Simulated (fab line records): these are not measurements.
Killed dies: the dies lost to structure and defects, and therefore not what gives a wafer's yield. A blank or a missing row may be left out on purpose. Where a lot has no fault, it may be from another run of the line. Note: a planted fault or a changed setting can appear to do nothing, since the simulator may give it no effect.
Split-lot study | flow gf180mcu | route with 602 steps; 5 lots, 23 wafers read

## THE SPLIT
At GF_NWELL_IMPLANT_09, the setting energy kev was moved away from the recipe's 160 on 9 of the 23 wafers read, by -8.9% to -3.6%. All remaining wafers had this setting at the recipe value.

Reading taken at the split's own step.

## THE READING
In nm, at GF_NWELL_IMPLANT_09: implant.drp nm, which is the simulator's own figure and was read by no gauge. The file does not state a usual value for it.

wafer  | tool, chamber at the split | energy kev as run | against the recipe | implant.drp nm, nm | against lot-mates on the recipe
L074.1 | implanter-02, 0            | 160               | recipe             | 65.9               | -
L074.4 | implanter-02, 0            | 160               | recipe             | 65.9               | -
L074.5 | implanter-02, 0            | 160               | recipe             | 65.9               | -
L074.2 | implanter-02, 0            | 149.2             | -6.8%              | 62.54              | -3.36
L074.3 | implanter-02, 0            | 149.2             | -6.8%              | 62.54              | -3.36
L077.1 | implanter-04, 0            | 160               | recipe             | 65.9               | -
L077.2 | implanter-04, 0            | 160               | recipe             | 65.9               | -
L077.4 | implanter-04, 0            | 160               | recipe             | 65.9               | -
L077.5 | implanter-04, 0            | 146.1             | -8.7%              | 61.53              | -4.37
L077.6 | implanter-04, 0            | 146.1             | -8.7%              | 61.53              | -4.37
L081.1 | implanter-02, 0            | 145.8             | -8.9%              | 61.43              | -4.47
L081.2 | implanter-02, 0            | 145.8             | -8.9%              | 61.43              | -4.47
L081.3 | implanter-02, 0            | 145.8             | -8.9%              | 61.43              | -4.47
L081.5 | implanter-02, 0            | 160               | recipe             | 65.9               | -
L081.6 | implanter-02, 0            | 160               | recipe             | 65.9               | -
L082.2 | implanter-03, 0            | 160               | recipe             | 65.9               | -
L082.3 | implanter-03, 0            | 160               | recipe             | 65.9               | -
L082.5 | implanter-03, 0            | 160               | recipe             | 65.9               | -
L084.1 | implanter-02, 0            | 160               | recipe             | 65.9               | -
L084.3 | implanter-02, 0            | 160               | recipe             | 65.9               | -
L084.4 | implanter-02, 0            | 160               | recipe             | 65.9               | -
L084.2 | implanter-02, 0            | 154.2             | -3.6%              | 64.12              | -1.78
L084.5 | implanter-02, 0            | 154.2             | -3.6%              | 64.12              | -1.78

FIT RESULTS
A straight line over all 23 wafers: implant.drp nm changes by +0.502 nm for each +1% of energy kev; r = +1.00; the points scatter about the line by 0.016 nm.
The same after taking each lot's own level away (the mean of its wafers on the recipe; 23 wafers): +0.502 nm for each +1%; r = +1.00; scatter 0.016 nm.
The reading moves by 4.5 nm for the largest change in energy kev, on that fit.
The lots' own levels span 65.900 to 65.900 nm.
Hence the lot-to-lot level has little effect on the slope; both slopes agree.
Check: with one of the wafers moved furthest among these (-8.9%) left out of the fit, the line predicts -4.45 nm for it against its lot-mates. It came out at -4.47 nm against them.

## THESE WAFERS: OTHER SPLITS
Note: prior to the reading, these wafers also went through further splits. Each is held against what the fit with the lots' levels taken away leaves over:
other split on the same wafers   | wafers away from the commonest value | r with implant.drp nm (lot level and that fit taken away)
GF_STI_OXIDATION_01 temp c       | 18                                   | -0.57
GF_STI_PEB_10 peb temp c         | 12                                   | +0.08
GF_DNWELL_COAT_02 spin rpm       | 6                                    | -0.11
GF_DNWELL_STRIP_08 platen temp c | 5                                    | +0.06

## THE WHOLE CHAIN: every reading that the file lists as answering this split, in the file's order
step                | what it does | reading                                                         | change (the file's fit)               | r (the file's)
GF_NWELL_IMPLANT_09 |              | implant.rp nm (the simulator's own value, which no gauge read)  | +2.06 nm for each +1% of the setting  | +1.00
GF_NWELL_IMPLANT_09 |              | implant.drp nm (the simulator's own value, which no gauge read) | +0.501 nm for each +1% of the setting | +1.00

## FILE'S OWN FIT
implant.drp nm changes by +0.501 nm for each +1% of energy kev, r = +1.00.
